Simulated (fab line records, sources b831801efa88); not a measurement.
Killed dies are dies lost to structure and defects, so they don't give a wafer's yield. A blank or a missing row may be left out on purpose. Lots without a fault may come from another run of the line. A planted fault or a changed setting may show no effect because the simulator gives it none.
Which tool did it? | flow gf180mcu | 14 lots, 42 wafers sampled, at 5 steps of a route of 602

WHAT THE GAUGES READ, wafer by wafer
GF_V2_THK_MEAS_01. Usual: V2_CVD_00_THK 598 nm, standard deviation 7.7.
lot  | measured     | on            | V2_CVD_00_THK (nm) | flag
L803 | day 19 23:02 | film_metro-04 | 599 601 608        |
L804 | day 20 09:58 | film_metro-04 | 592 588 591        |
L807 | day 21 15:22 | film_metro-04 | 609 617 611        |
L808 | day 21 21:55 | film_metro-02 | 603 593 605        |
L810 | day 22 15:26 | film_metro-04 | 596 605 602        |
L811 | day 23 00:41 | film_metro-02 | 598 603 610        |
L815 | day 24 07:26 | film_metro-04 | 592 595 608        |
L817 | day 25 01:52 | film_metro-04 | 590 594 588        |
L818 | day 25 13:16 | film_metro-01 | 590 606 582        |
L820 | day 26 01:48 | film_metro-02 | 600 596 591        |
L821 | day 26 08:42 | film_metro-02 | 600 602 610        |
L822 | day 26 12:56 | film_metro-04 | 602 601 604        |
L823 | day 26 18:35 | film_metro-04 | 600 585 590        |
L824 | day 27 05:26 | film_metro-04 | 596 602 597        |

GF_V2_OVL_MEAS_15. Usual: V2_OVL 1 nm, standard deviation 5.1.
lot  | measured     | on         | V2_OVL (nm) | flag
L803 | day 20 23:40 | overlay-02 | -2 -2 -2    |
L804 | day 21 10:52 | overlay-02 | 0 9 1       |
L807 | day 22 15:08 | overlay-02 | 9 0 9       |
L808 | day 22 21:46 | overlay-01 | 6 3 -4      |
L810 | day 23 15:40 | overlay-02 | 0 0 -9      |
L811 | day 24 00:16 | overlay-02 | -11 -2 -5   |
L815 | day 25 05:59 | overlay-02 | 3 1 1       |
L817 | day 26 00:01 | overlay-01 | 4 8 6       |
L818 | day 26 10:43 | overlay-02 | 6 -2 2      |
L820 | day 26 23:10 | overlay-01 | 3 -1 4      |
L821 | day 27 05:52 | overlay-02 | -8 0 -4     |
L822 | day 27 10:31 | overlay-02 | 8 2 8       |
L823 | day 27 15:26 | overlay-02 | 2 5 3       |
L824 | day 28 01:52 | overlay-01 | -3 -5 -3    |

WHICH TOOL RAN EACH LOT (tool, then ch and the chambers of the sampled wafers, then the start)
lot  | GF_M1_METAL_ETCH_16               | GF_M1_STRIP_17                       | GF_V2_CVD_02
L803 | rie_metal-03 ch 0,1, day 17 20:19 | plasma_asher-03 ch 0,1, day 17 20:25 | pecvd-03 ch 0,1,2, day 19 23:06
L804 | rie_metal-02 ch 0,1, day 18 05:43 | plasma_asher-03 ch 0,1, day 18 05:50 | pecvd-02 ch 0,1,2, day 20 10:02
L807 | rie_metal-03 ch 0, day 19 11:07   | plasma_asher-01 ch 0,1, day 19 11:20 | pecvd-04 ch 0,2, day 21 15:25
L808 | rie_metal-04 ch 0,1, day 19 18:06 | plasma_asher-01 ch 0,1, day 19 18:13 | pecvd-03 ch 0,1, day 21 21:58
L810 | rie_metal-02 ch 0,1, day 20 12:19 | plasma_asher-01 ch 0,1, day 20 12:26 | pecvd-03 ch 0,1, day 22 15:29
L811 | rie_metal-03 ch 0,1, day 20 22:34 | plasma_asher-01 ch 0, day 20 22:41   | pecvd-04 ch 0,1,2, day 23 00:44
L815 | rie_metal-02 ch 0,1, day 22 06:15 | plasma_asher-04 ch 0,1, day 22 06:22 | pecvd-03 ch 0,1,2, day 24 07:29
L817 | rie_metal-04 ch 1, day 23 00:42   | plasma_asher-01 ch 0,1, day 23 00:49 | pecvd-03 ch 0,1,2, day 25 01:56
L818 | rie_metal-03 ch 1, day 23 13:00   | plasma_asher-04 ch 0, day 23 13:07   | pecvd-04 ch 0,2, day 25 13:19
L820 | rie_metal-04 ch 0,1, day 24 03:27 | plasma_asher-01 ch 0,1, day 24 03:34 | pecvd-04 ch 0,1,2, day 26 01:52
L821 | rie_metal-03 ch 0,1, day 24 09:28 | plasma_asher-04 ch 0,1, day 24 09:35 | pecvd-03 ch 0,1,2, day 26 08:45
L822 | rie_metal-03 ch 0,1, day 24 15:07 | plasma_asher-01 ch 0,1, day 24 15:14 | pecvd-03 ch 0,1,2, day 26 13:00
L823 | rie_metal-04 ch 0,1, day 24 20:01 | plasma_asher-03 ch 1, day 24 20:08   | pecvd-03 ch 0,2, day 26 18:38
L824 | rie_metal-03 ch 0,1, day 25 08:15 | plasma_asher-01 ch 0, day 25 08:22   | pecvd-02 ch 0,1, day 27 05:30
- GF_M1_METAL_ETCH_16: etches the open film in Cl2/BCl3, stops on SiO2, target depth 627.5 nm, time 104.6 s.
- GF_M1_STRIP_17: strips in O2/N2.
- GF_V2_CVD_02: deposits SiO2 from TEOS, target thk 850 nm, time 94.851 s.

WHAT THE TOOLS THEMSELVES READ (means of the sampled wafers that have a number; where no wafer has one, the mark that the record gives instead)
GF_M1_METAL_ETCH_16. Usual: drypump_motor_current_A 5.7 A, standard deviation 0.44; oes_product_au 0.972 a.u., standard deviation 0.0066; run_length_s 133.3 s, standard deviation 0.86; throttle_valve_pct 28.249 %, standard deviation 0.01.
lot  | tool         | drypump_motor_current_A (A) | oes_product_au (a.u.) | run_length_s (s) | throttle_valve_pct (%) | flag
L803 | rie_metal-03 | 5.8                         | 0.965                 | 133.2            | 28.258                 |
L804 | rie_metal-02 | 5.8                         | 0.968                 | 133.6            | 28.254                 |
L807 | rie_metal-03 | 5.6                         | 0.984                 | 125.1            | 28.228                 | OFF
L808 | rie_metal-04 | 5.9                         | 0.973                 | 133.1            | 28.254                 |
L810 | rie_metal-02 | 5.8                         | 0.971                 | 133.4            | 28.258                 |
L811 | rie_metal-03 | 5.8                         | 0.986                 | 125.7            | 28.232                 | OFF
L815 | rie_metal-02 | 5.8                         | 0.973                 | 133.8            | 28.246                 |
L817 | rie_metal-04 | 6.2                         | 0.975                 | 132.0            | 28.242                 |
L818 | rie_metal-03 | 5.9                         | 0.969                 | 133.1            | 28.254                 |
L820 | rie_metal-04 | 5.9                         | 0.969                 | 133.1            | 28.245                 |
L821 | rie_metal-03 | 5.8                         | 0.965                 | 133.1            | 28.244                 |
L822 | rie_metal-03 | 5.8                         | 0.971                 | 133.1            | 28.247                 |
L823 | rie_metal-04 | 5.9                         | 0.970                 | 133.1            | 28.243                 |
L824 | rie_metal-03 | 5.7                         | 0.971                 | 133.1            | 28.254                 |

GF_M1_STRIP_17. Usual: drypump_motor_current_A 5.7 A, standard deviation 0.45; heater_power_w 343 W, standard deviation 33; oes_product_au 0.557 a.u., standard deviation 0.0054; strip_time_to_endpoint_s 7.85 s, standard deviation 0.048.
lot  | tool            | drypump_motor_current_A (A) | heater_power_w (W) | oes_product_au (a.u.) | strip_time_to_endpoint_s (s) | flag
L803 | plasma_asher-03 | 5.6                         | 360                | 0.556                 | 7.85                         |
L804 | plasma_asher-03 | 5.9                         | 389                | 0.552                 | 7.86                         |
L807 | plasma_asher-01 | 5.6                         | 350                | 0.560                 | 8.03                         | OFF
L808 | plasma_asher-01 | 5.6                         | 331                | 0.554                 | 7.75                         |
L810 | plasma_asher-01 | 5.6                         | 349                | 0.556                 | 7.88                         |
L811 | plasma_asher-01 | 5.5                         | 380                | 0.558                 | 7.99                         |
L815 | plasma_asher-04 | 5.5                         | 331                | 0.556                 | 7.89                         |
L817 | plasma_asher-01 | 5.6                         | 356                | 0.560                 | 7.84                         |
L818 | plasma_asher-04 | 5.1                         | 339                | 0.555                 | 7.83                         |
L820 | plasma_asher-01 | 5.6                         | 350                | 0.554                 | 7.80                         |
L821 | plasma_asher-04 | 5.5                         | 331                | 0.560                 | 7.92                         |
L822 | plasma_asher-01 | 5.5                         | 355                | 0.559                 | 7.85                         |
L823 | plasma_asher-03 | 6.3                         | 405                | 0.557                 | 7.84                         |
L824 | plasma_asher-01 | 5.5                         | 372                | 0.552                 | 7.79                         |

GF_V2_CVD_02. Usual: heater_power_w 640 W, standard deviation 120.
lot  | tool     | heater_power_w (W) | flag
L803 | pecvd-03 | 580                |
L804 | pecvd-02 | 616                |
L807 | pecvd-04 | 716                |
L808 | pecvd-03 | 527                |
L810 | pecvd-03 | 509                |
L811 | pecvd-04 | 723                |
L815 | pecvd-03 | 655                |
L817 | pecvd-03 | 615                |
L818 | pecvd-04 | 751                |
L820 | pecvd-04 | 717                |
L821 | pecvd-03 | 603                |
L822 | pecvd-03 | 658                |
L823 | pecvd-03 | 705                |
L824 | pecvd-02 | 667                |

THE ANSWER, worked out from the rows above alone
Rule: a lot is off if the mean of its wafers that have a number lies more than 3 standard deviations from the usual mean. A lot without any number at a reading at which 4 lots or more have one is off too. The other lots that the step has rows for count as sound. The gauges are gone through in route order, then the tools' own readings, and for those a lot's mean is taken as printed above. The first step at which some lot is off is used, and at that step the reading that is off furthest; a lot without a number counts as furthest.
Off: L807, L811, at GF_M1_METAL_ETCH_16 (run_length_s).
A tool fits if, at that step or a process step before it, it ran every lot that is off, and no sound lot after the first of them. None of those tried fits.

WHAT THE SIMULATOR HAD PUT IN
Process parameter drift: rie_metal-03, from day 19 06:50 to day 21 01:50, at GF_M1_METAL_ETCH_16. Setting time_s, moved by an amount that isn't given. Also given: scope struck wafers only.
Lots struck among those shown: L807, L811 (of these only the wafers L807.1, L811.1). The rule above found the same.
